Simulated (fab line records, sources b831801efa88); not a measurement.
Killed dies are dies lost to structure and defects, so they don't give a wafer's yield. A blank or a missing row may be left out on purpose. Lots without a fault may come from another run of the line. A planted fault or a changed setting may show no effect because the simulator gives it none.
fab line records | flow sfq_line
record lots=5 wafers=15 last_day=92
route steps=325 shown M1@62 I1@73 M2@88 I2@103 M8@325
lots that met no fault: from a run of the same line without faults
start_h: hours from the record's first day to the start of the lot's first wafer shown | wait_h: hours since the lot's step before | " the same as in the row above | L1.1+2: a row that stands for several wafers | - no value, or no start given | * or withheld: withheld | < > ~ a bound
route shown NAME@n: a module of which the file shows steps, and the number in the route of the first | usual: mean/standard deviation of fault-free wafers | same: alike in all rows | chamber/n: place in a boat | sites: the reading at each site | _std_site: their standard deviation | _edge_site: outer sites' mean less inner sites' | radius_mm: how far each site lies from the wafer's centre | mask NAME#n: copy n | behind: the tool/chamber that last shaped the wafer | hold: why the lot was held/for how many hours/how that ended | device: the transistor (n, p or np) that didn't switch | end of line: the same wafers' tests at the end of the route | a step without rows: its recipe alone | killed: dies lost to structure and defects at the first sort, not the wafer's yield | map: a wafer's dies, x killed, . not, _ none there
set.NAME: the setting as run; set.NAME@STEP: as run at that earlier step | model.NAME: the simulator's own value behind a step, which no gauge read
lots at some steps of the route; a table a step, a row a wafer
services: from which hour (start_h, from the record's first day; less than 0 if before it) a tool's chamber was out of use, for how many hours, and why
## steps
# step SFQ_TRILAYER_M1_LITHO_COAT_044
# recipe resist=BARC spin_rpm=3000 resist_thk_nm=62
# step SFQ_TRILAYER_M1_LITHO_COAT_039
# recipe resist=KrF spin_rpm=3000 resist_thk_nm=600
# step SFQ_TRILAYER_M1_LITHO_SOFTBAKE_043
# recipe temp_c=withheld time_s=withheld resist=KrF
# step SFQ_TRILAYER_M1_LITHO_EXPOSE_040
# recipe mask_id=M1 na=0.6 source_shape=conventional sigma_outer=0.65 target_cd_nm=500 dose_mj=14.4
# step SFQ_TRILAYER_M1_LITHO_PEB_042
# recipe peb_temp_c=115 peb_time_s=60 resist=KrF
# step SFQ_TRILAYER_M1_LITHO_DEVELOP_041
# recipe time_s=60 resist=KrF
# step SFQ_M1_OVL_MEAS_911
# usual M1_OVL=-1/6.5
# columns lot.wafer tool chamber start_h wait_h M1_OVL[nm]
L790.1 overlay-01 - 556.68 0.1 5
L790.2 " - " " -1
L790.4 " - " " -4
L802.1 overlay-01 - 699.13 0.1 -6
L802.2 " - " " 2
L802.4 " - " " -1
L805.1 overlay-01 - 721.93 0.1 -9
L805.2 " - " " -3
L805.6 " - " " -6
L811.1 overlay-02 - 780.99 0.1 -8
L811.2 " - " " 0
L811.4 " - " " -2
L813.2 overlay-01 - 801.65 0.1 -5
L813.4 " - " " -9
L813.6 " - " " -4
# step SFQ_TRILAYER_M1_BARC_OPEN_METAL_ETCH_054
# recipe mask_material=PR chemistry=O2 target_depth_nm=125 target=BARC icp_w=600 bias_w=80 pressure_mtorr=10 time_s=41.7
# step SFQ_TRILAYER_M1_ETCH_METAL_ETCH_042
# recipe target=Nb stop_on=SiO2 mask_material=PR chemistry=Cl2/Ar target_depth_nm=240 icp_w=600 bias_w=80 pressure_mtorr=10 time_s=120
# usual drypump_motor_current_A=5.65/0.27 he_backside_leak_sccm=3.6/0.3 oes_product_au=0.892/0.0068
# columns lot.wafer tool chamber start_h wait_h drypump_motor_current_A he_backside_leak_sccm oes_product_au rf_hours_counter_h
L790.1 rie_metal-01 1 556.78 0.0 5.72 3.2 0.900 42
L790.2 " 0 " " 5.80 3.6 0.902 111
L790.4 " 0 " " 5.79 3.7 0.895 -
L802.1 rie_metal-04 1 699.22 0.0 5.35 3.6 0.893 32
L802.2 " 0 " " 5.17 3.4 0.895 45
L802.4 " 0 " " 5.17 3.5 0.903 -
L805.1 rie_metal-02 1 722.02 0.0 5.77 3.9 0.889 117
L805.2 " 0 " " 5.93 3.6 0.899 11
L805.6 " 0 " " 5.97 3.6 0.901 -
L811.1 rie_metal-04 1 781.09 0.0 5.34 3.6 0.892 42
L811.2 " 0 " " 5.17 3.4 0.909 59
L811.4 " 1 " " 5.34 3.5 0.902 -
L813.2 rie_metal-01 1 801.84 0.1 5.72 3.4 0.898 -
L813.4 " 1 " " 5.69 3.2 0.894 -
L813.6 " 1 " " 5.73 3.3 0.893 -
# step SFQ_TRILAYER_M1_STRIP_STRIP_043
# recipe gas=O2 power_w=200 platen_temp_c=40 overash_fraction=0.65 chemistry=O2 pressure_mtorr=50
# usual drypump_motor_current_A=5.64/0.27 he_backside_leak_sccm=3.55/0.25 oes_product_au=0.999/0.008 platen_temp_c=40.01/0.1
# columns lot.wafer tool chamber start_h wait_h drypump_motor_current_A he_backside_leak_sccm oes_product_au platen_temp_c rf_hours_counter_h
L790.1 rie_metal-01 1 556.90 0.1 5.72 3.22 1.009 40.02 42
L790.2 " 0 " " 5.80 3.69 0.999 40.01 111
L790.4 " 0 " " 5.79 3.63 0.997 40.07 -
L802.1 rie_metal-04 1 699.35 0.1 5.35 3.42 1.011 39.98 32
L802.2 " 0 " " 5.17 3.26 1.003 40.15 45
L802.4 " 0 " " 5.18 3.46 1.000 40.18 -
L805.1 rie_metal-02 1 722.15 0.1 5.76 3.47 1.008 40.05 117
L805.2 " 0 " " 5.98 3.65 1.019 40.03 11
L805.6 " 0 " " 6.03 3.72 1.007 39.97 -
L811.1 rie_metal-04 1 781.21 0.1 5.33 3.72 0.996 40.15 42
L811.2 " 0 " " 5.17 3.40 0.993 40.27 60
L811.4 " 1 " " 5.31 3.64 0.999 40.28 -
L813.2 rie_metal-01 1 802.25 0.4 5.69 3.29 1.000 40.06 -
L813.4 " 1 " " 5.67 3.38 0.992 40.04 -
L813.6 " 1 " " 5.68 3.21 0.998 39.89 -
# step SFQ_TRILAYER_M1_STRIP_SOLV_CLEAN_044
# recipe chemistry=NMP temp_c=70 time_s=600
# step SFQ_TRILAYER_I1_DEP_PECVD_045
# recipe material=SiO2 temp_c=150 time_s=111.11 pressure_torr=2.4 rf_w=183.3 precursor=SiH4/N2O target_thk_nm=500
# step SFQ_TRILAYER_I1_CMP_CMP_046
# recipe material=SiO2 down_force_psi=3 platen_rpm=60 pad_velocity_m_s=0.94248
# usual motor_current_A=10.7/0.85 time_to_endpoint_s=214/7.2
# columns lot.wafer tool chamber start_h wait_h motor_current_A time_to_endpoint_s model.SiO2_of_TRILAYER_I1_DEP_PECVD_045.thk_nm
L790.4 cmp-01 3 557.75 0.0 10.2 210 200.5
L790.2 " 0 " " 11.3 202 199.9
L790.1 " 1 " " 8.8 202 200.9
L802.4 cmp-02 1 702.74 2.5 11.8 280 306.5
L802.1 " 3 703.74 3.6 10.8 223 200.9
L802.2 " 0 " " 11.4 220 200.8
L805.2 cmp-01 1 723.52 0.5 9.1 206 199.5
L805.1 " 2 " " 11.0 209 199
L805.6 " 0 725.02 2.0 11.5 207 199.6
L811.2 cmp-02 3 783.73 1.7 11.3 213 200.3
L811.1 " 0 " " 10.8 206 200
L811.4 " 1 " " 11.0 220 199.7
L813.4 cmp-01 2 805.45 1.9 10.7 216 200.1
L813.2 " 3 " " 9.6 219 199.9
L813.6 " 1 806.95 3.4 8.3 214 199.7
# step SFQ_I1_BOW_MEAS_912
# recipe mode=bow
# usual I1_BOW=0/8.3
# columns lot.wafer tool chamber start_h wait_h I1_BOW[um]
L790.1 film_metro-03 - 560.75 1.5 -18
L790.2 " - " " -3
L790.4 " - " " -2
L802.1 film_metro-03 - 705.74 1.5 -8
L802.2 " - " " 6
L802.4 " - " " 5
L805.1 film_metro-04 - 726.02 1.5 3
L805.2 " - " " 0
L805.6 " - " " 9
L811.1 film_metro-04 - 786.73 2.0 -5
L811.2 " - " " -2
L811.4 " - " " 4
L813.2 film_metro-02 - 807.97 1.5 -3
L813.4 " - " " -1
L813.6 " - " " -8
# step SFQ_TRILAYER_I1_METRO_MEASURE_047
# usual thk_nm=199.9/0.82
# columns lot.wafer tool chamber start_h wait_h thk_nm
L790.1 film_metro-03 - 560.87 0.1 200.8
L790.2 " - " " 199.9
L790.4 " - " " 200.5
L802.1 film_metro-03 - 705.86 0.1 200.9
L802.2 " - " " 200.9
L802.4 " - " " 306.5
L805.1 film_metro-04 - 726.14 0.1 199.0
L805.2 " - " " 199.5
L805.6 " - " " 199.6
L811.1 film_metro-04 - 786.85 0.1 200.0
L811.2 " - " " 200.4
L811.4 " - " " 199.9
L813.2 film_metro-02 - 808.27 0.3 199.8
L813.4 " - " " 200.2
L813.6 " - " " 199.6
# step SFQ_TRILAYER_I1_VIA_LITHO_COAT_054
# recipe resist=BARC spin_rpm=3000 resist_thk_nm=62
# step SFQ_TRILAYER_I1_VIA_LITHO_COAT_049
# recipe resist=KrF spin_rpm=3000 resist_thk_nm=650
# step SFQ_TRILAYER_I1_VIA_LITHO_SOFTBAKE_053
# recipe temp_c=withheld time_s=withheld resist=KrF
# step SFQ_TRILAYER_I1_VIA_LITHO_EXPOSE_050
# recipe mask_id=I1 na=0.6 source_shape=conventional sigma_outer=0.65 target_cd_nm=500 dose_mj=21.3
# step SFQ_TRILAYER_I1_VIA_LITHO_PEB_052
# recipe peb_temp_c=115 peb_time_s=60 resist=KrF
# step SFQ_TRILAYER_I1_VIA_LITHO_DEVELOP_051
# recipe time_s=60 resist=KrF
# step SFQ_I1_OVL_MEAS_913
# usual I1_OVL=1/5.3
# columns lot.wafer tool chamber start_h wait_h I1_OVL[nm]
L790.1 overlay-02 - 717.13 0.1 9
L790.2 " - " " 4
L790.4 " - " " 1
L802.1 overlay-02 - 847.37 0.1 -2
L802.2 " - " " -3
L802.4 " - " " -2
L805.1 overlay-01 - 878.94 0.1 9
L805.2 " - " " 5
L805.6 " - " " 8
L811.1 overlay-01 - 935.59 0.1 0
L811.2 " - " " -4
L811.4 " - " " -7
L813.2 overlay-02 - 951.20 0.1 5
L813.4 " - " " 4
L813.6 " - " " 10
# step SFQ_TRILAYER_I1_VIA_BARC_OPEN_VIA_ETCH_071
# recipe mask_material=PR chemistry=O2 target_depth_nm=125 target=BARC source_w=500 bias_w=80 pressure_mtorr=30 time_s=41.7
# step SFQ_TRILAYER_I1_VIA_ETCH_VIA_ETCH_052
# recipe target=SiO2 stop_on=Nb mask_material=PR taper_deg=20 chemistry=CHF3 target_depth_nm=260 source_w=500 bias_w=80 pressure_mtorr=30 time_s=withheld
# usual drypump_motor_current_A=5.8/0.49 oes_product_au=0.854/0.0048
# columns lot.wafer tool chamber start_h wait_h drypump_motor_current_A oes_product_au model.I1.feature_depth_nm model.etch.depth_nm
L790.1 rie_diel-02 3 717.20 0.0 5.2 0.851 200.9 200.9
L790.2 " 2 " " 6.0 0.848 199.9 199.9
L790.4 " 1 " " 4.8 0.857 200.5 200.5
L802.1 rie_diel-02 0 847.44 0.0 5.7 0.851 200.9 200.9
L802.2 " 3 " " 5.2 0.851 200.8 200.8
L802.4 " 2 " " 6.0 1.007 262 262
L805.1 rie_diel-01 2 879.02 0.0 5.9 0.846 199 199
L805.2 " 1 " " 6.7 0.848 199.5 199.5
L805.6 " 2 " " 5.9 0.857 199.6 199.6
L811.1 rie_diel-01 0 935.67 0.0 5.6 0.853 200 200
L811.2 " 2 " " 5.9 0.848 200.3 200.3
L811.4 " 1 " " 6.7 0.852 199.7 199.7
L813.2 rie_diel-02 3 951.27 0.0 5.2 0.851 199.9 199.9
L813.4 " 2 " " 6.0 0.853 200.1 200.1
L813.6 " 0 " " 5.6 0.853 199.7 199.7
# step SFQ_TRILAYER_I1_VIA_STRIP_STRIP_053
# recipe gas=O2 power_w=200 platen_temp_c=40 overash_fraction=0.65 chemistry=O2 pressure_mtorr=50
# usual drypump_motor_current_A=5.70/0.24 he_backside_leak_sccm=3.6/0.44 oes_product_au=1.000/0.0076 platen_temp_c=40.01/0.1
# columns lot.wafer tool chamber start_h wait_h drypump_motor_current_A he_backside_leak_sccm oes_product_au platen_temp_c rf_hours_counter_h
L790.1 rie_metal-01 0 717.32 - 5.79 3.6 0.987 39.93 133
L790.2 " 1 " " 5.73 3.4 0.993 40.00 64
L790.4 " 0 " " 5.81 3.5 0.994 39.87 -
L802.1 rie_metal-03 0 847.56 - 5.57 3.7 0.988 39.97 37
L802.2 " 1 " " 5.32 3.3 1.007 39.95 51
L802.4 " 0 " " 5.56 3.7 0.990 40.11 -
L805.1 rie_metal-02 0 879.13 - 6.00 7.1 0.998 40.25 33
L805.2 " 1 " " 5.76 3.4 0.998 39.88 4
L805.6 " 0 " " 5.97 3.7 1.002 40.15 -
L811.1 rie_metal-02 0 935.78 - 5.96 3.8 1.002 39.98 40
L811.2 " 1 " " 5.77 3.5 0.995 40.08 11
L811.4 " 1 " " 5.77 3.6 0.996 39.90 -
L813.2 rie_metal-02 1 951.38 - 5.77 3.6 0.997 40.00 13
L813.4 " 0 " " 5.98 3.8 1.001 40.07 -
L813.6 " 0 " " 6.03 3.7 0.998 40.05 -
# step SFQ_TRILAYER_I1_VIA_STRIP_SOLV_CLEAN_054
# recipe chemistry=NMP temp_c=70 time_s=600
# step SFQ_TRILAYER_M2_DEP_PRE_CLEAN_056
# recipe gas=Ar time_s=22.5 bias_v=250
# columns lot.wafer tool chamber start_h wait_h model.SiO2_of_TRILAYER_I1_DEP_PECVD_045.thk_nm
L790.1 pvd_sputter-06 - 718.09 0.0 193.4
L790.2 " - " " 192.4
L790.4 " - " " 193
L802.1 pvd_sputter-05 - 848.33 0.0 193.4
L802.2 " - " " 193.3
L802.4 " - " " 299
L805.1 pvd_sputter-05 - 879.91 0.0 191.5
L805.2 " - " " 192
L805.6 " - " " 192.1
L811.1 pvd_sputter-06 - 936.56 0.0 192.5
L811.2 " - " " 192.8
L811.4 " - " " 192.2
L813.2 pvd_sputter-05 - 952.16 0.0 192.4
L813.4 " - " " 192.6
L813.6 " - " " 192.2
# step SFQ_TRILAYER_M2_DEP_SPUTTER_055
# recipe material=Nb base_pressure_pa=1.33e-06 chamber_pressure_pa=0.1333 substrate_temp_c=20 resputter_cathode_voltage_v=400 target_thk_nm=200 power_w=2000 time_s=133.3
# usual throttle_valve_pct=29.8/0.69
# columns lot.wafer tool chamber start_h wait_h throttle_valve_pct
L790.1 pvd_sputter-06 - 718.12 0.0 29.0
L790.2 " - " " 29.8
L790.4 " - " " 30.9
L802.1 pvd_sputter-05 - 848.36 0.0 30.4
L802.2 " - " " 30.5
L802.4 " - " " 30.0
L805.1 pvd_sputter-05 - 879.94 0.0 30.3
L805.2 " - " " 29.2
L805.6 " - " " 29.5
L811.1 pvd_sputter-06 - 936.59 0.0 30.0
L811.2 " - " " 31.0
L811.4 " - " " 29.3
L813.2 pvd_sputter-05 - 952.19 0.0 30.5
L813.4 " - " " 30.6
L813.6 " - " " 29.1
# step SFQ_M2_RS_MEAS_914
# recipe thk_meas_gauge=four-point-probe reads=Nb_of_TRILAYER_M2_DEP_SPUTTER_055
# usual M2_NB_RS=0.894/0.0095
# columns lot.wafer tool chamber start_h wait_h M2_NB_RS[ohm/sq]
L790.1 film_metro-02 - 718.21 0.0 0.893
L790.2 " - " " 0.893
L790.4 " - " " 0.902
L802.1 film_metro-03 - 848.45 0.0 0.915
L802.2 " - " " 0.908
L802.4 " - " " 0.903
L805.1 film_metro-02 - 880.03 0.0 0.897
L805.2 " - " " 0.893
L805.6 " - " " 0.895
L811.1 film_metro-01 - 936.68 0.0 0.905
L811.2 " - " " 0.906
L811.4 " - " " 0.907
L813.2 film_metro-03 - 952.30 0.1 0.900
L813.4 " - " " 0.900
L813.6 " - " " 0.897
# step SFQ_TRILAYER_M2_LITHO_COAT_062
# recipe resist=BARC spin_rpm=3000 resist_thk_nm=62
# step SFQ_TRILAYER_M2_LITHO_COAT_057
# recipe resist=KrF spin_rpm=3000 resist_thk_nm=600
# step SFQ_TRILAYER_M2_LITHO_SOFTBAKE_061
# recipe temp_c=withheld time_s=withheld resist=KrF
# step SFQ_TRILAYER_M2_LITHO_EXPOSE_058
# recipe mask_id=M2 na=0.6 source_shape=conventional sigma_outer=0.65 target_cd_nm=500 dose_mj=14.4
# step SFQ_TRILAYER_M2_LITHO_PEB_060
# recipe peb_temp_c=115 peb_time_s=60 resist=KrF
# step SFQ_TRILAYER_M2_LITHO_DEVELOP_059
# recipe time_s=60 resist=KrF
# step SFQ_M2_OVL_MEAS_916
# usual M2_OVL=-2/5.8
# columns lot.wafer tool chamber start_h wait_h M2_OVL[nm]
L790.1 overlay-02 - 863.09 0.1 1
L790.2 " - " " 2
L790.4 " - " " 4
L802.1 overlay-01 - 1002.28 0.1 -5
L802.2 " - " " -11
L802.4 " - " " -1
L805.1 overlay-01 - 1027.48 0.1 -2
L805.2 " - " " 0
L805.6 " - " " 2
L811.1 overlay-01 - 1084.50 0.1 -1
L811.2 " - " " -4
L811.4 " - " " 4
L813.2 overlay-02 - 1095.30 0.1 -6
L813.4 " - " " -7
L813.6 " - " " -6
# step SFQ_TRILAYER_M2_BARC_OPEN_METAL_ETCH_077
# recipe mask_material=PR chemistry=O2 target_depth_nm=125 target=BARC icp_w=600 bias_w=80 pressure_mtorr=10 time_s=41.7
# usual drypump_motor_current_A=5.54/0.23 he_backside_leak_sccm=3.45/0.23 oes_product_au=0.685/0.0043
# columns lot.wafer tool chamber start_h wait_h drypump_motor_current_A he_backside_leak_sccm oes_product_au rf_hours_counter_h
L790.1 rie_metal-01 1 863.13 0.0 5.74 3.53 0.682 87
L790.2 " 0 " " 5.81 3.51 0.686 9
L790.4 " 0 " " 5.82 3.48 0.684 -
L802.1 rie_metal-03 1 1002.32 0.0 5.33 3.48 0.683 71
L802.2 " 0 " " 5.64 3.79 0.686 55
L802.4 " 0 " " 5.63 3.68 0.685 -
L805.1 rie_metal-01 1 1027.52 0.0 5.71 3.53 0.688 106
L805.2 " 0 " " 5.81 3.55 0.690 27
L805.6 " 0 " " 5.82 3.40 0.689 -
L811.1 rie_metal-04 1 1084.53 0.0 5.36 3.62 0.685 84
L811.2 " 0 " " 5.16 3.39 0.682 101
L811.4 " 1 " " 5.33 3.89 0.691 -
L813.2 rie_metal-03 0 1095.33 0.0 5.60 3.73 0.688 65
L813.4 " 0 " " 5.55 3.59 0.684 -
L813.6 " 1 " " 5.36 3.12 0.687 -
# step SFQ_TRILAYER_M2_ETCH_METAL_ETCH_060
# recipe target=Nb stop_on=SiO2 mask_material=PR chemistry=Cl2/Ar target_depth_nm=240 icp_w=600 bias_w=80 pressure_mtorr=10 time_s=120
# step SFQ_TRILAYER_M2_STRIP_STRIP_061
# recipe gas=O2 power_w=200 platen_temp_c=40 overash_fraction=0.65 chemistry=O2 pressure_mtorr=50
# step SFQ_TRILAYER_M2_STRIP_SOLV_CLEAN_062
# recipe chemistry=NMP temp_c=70 time_s=600
# step SFQ_TRILAYER_I2_DEP_PECVD_063
# recipe material=SiO2 temp_c=150 time_s=111.11 pressure_torr=2.4 rf_w=183.3 precursor=SiH4/N2O target_thk_nm=500
# step SFQ_M8_BOW_MEAS_951
# recipe mode=bow
# usual M8_BOW=8/12
# columns lot.wafer tool chamber start_h wait_h M8_BOW[um] model.etest.i1.link_ohm
L790.1 film_metro-04 - 1880.74 0.0 -10 1.967
L790.2 " - " " 6 1.953
L790.4 " - " " 7 1.972
L802.1 film_metro-04 - 2037.98 0.0 -4 1.994
L802.2 " - " " 11 1.99
L802.4 " - " " 9 1e+06
L805.1 film_metro-03 - 2047.40 0.0 5 1.973
L805.2 " - " " 3 1.965
L805.6 " - " " 12 1.963
L811.1 film_metro-01 - 2196.13 0.0 20 1.976
L811.2 " - " " 21 1.974
L811.4 " - " " 26 1.981
L813.2 film_metro-01 - 2211.84 0.0 15 1.979
L813.4 " - " " 16 1.986
L813.6 " - " " 9 1.985
## services
# columns tool chamber start_h hours kind
pvd_sputter-06 - 540.00 110.0 repair
rie_diel-02 1 545.66 4.2 repair
rie_metal-04 - 579.00 0.1 repair
rie_metal-01 0 585.60 5.9 repair
pvd_sputter-06 - 645.15 11.6 repair
rie_metal-01 1 662.95 9.9 repair
rie_metal-01 0 679.89 1.5 repair
pvd_sputter-05 - 710.76 5.5 repair
rie_metal-04 1 758.70 13.0 repair
rie_metal-01 0 781.02 1.5 repair
rie_metal-01 1 788.40 7.7 repair
pvd_sputter-05 - 793.38 1.7 repair
pvd_sputter-06 - 804.78 1.7 repair
pvd_sputter-06 - 811.90 7.6 repair
pvd_sputter-06 - 845.96 1.6 repair
pvd_sputter-06 - 856.00 3.8 repair
pvd_sputter-06 - 865.29 2.5 repair
rie_metal-01 - 883.02 14.6 pm
rie_metal-01 - 906.70 1.4 repair
rie_metal-04 - 945.19 0.2 repair
pvd_sputter-05 - 1012.28 2.5 repair
rie_metal-02 - 1031.80 1.4 pm
rie_metal-04 0 1058.15 8.0 repair
pvd_sputter-05 - 1075.07 5.1 repair
## key
first_sign step=SFQ_TRILAYER_I1_CMP_CMP_046 reading=time_to_endpoint_s direction=up sigmas=9.2 usual=* struck=*
effect step=SFQ_TRILAYER_I1_METRO_MEASURE_047 reading=thk_nm direction=up sigmas=99+ usual=199.9 struck=306.5
effect step=SFQ_TRILAYER_I1_VIA_ETCH_VIA_ETCH_052 reading=oes_product_au direction=up sigmas=32 usual=0.854 struck=1.007
model_effect step=SFQ_TRILAYER_I1_CMP_CMP_046 value=SiO2_of_TRILAYER_I1_DEP_PECVD_045.thk_nm without=201.3 struck=306.5
model_effect step=SFQ_TRILAYER_I1_VIA_ETCH_VIA_ETCH_052 value=I1.feature_depth_nm without=201.3 struck=262
model_effect step=SFQ_TRILAYER_M2_DEP_PRE_CLEAN_056 value=SiO2_of_TRILAYER_I1_DEP_PECVD_045.thk_nm without=193.8 struck=299
model_effect step=SFQ_M8_BOW_MEAS_951 value=etest.i1.link_ohm without=1.981 struck=1e+06
met_at SFQ_TRILAYER_I1_CMP_CMP_046
struck_wafers L802.4
fault kind=process_parameter_drift tool=cmp-02 chamber=1 onset_h=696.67 steps=SFQ_TRILAYER_I1_CMP_CMP_046 channel=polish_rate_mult offset=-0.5 shape=step end_h=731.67
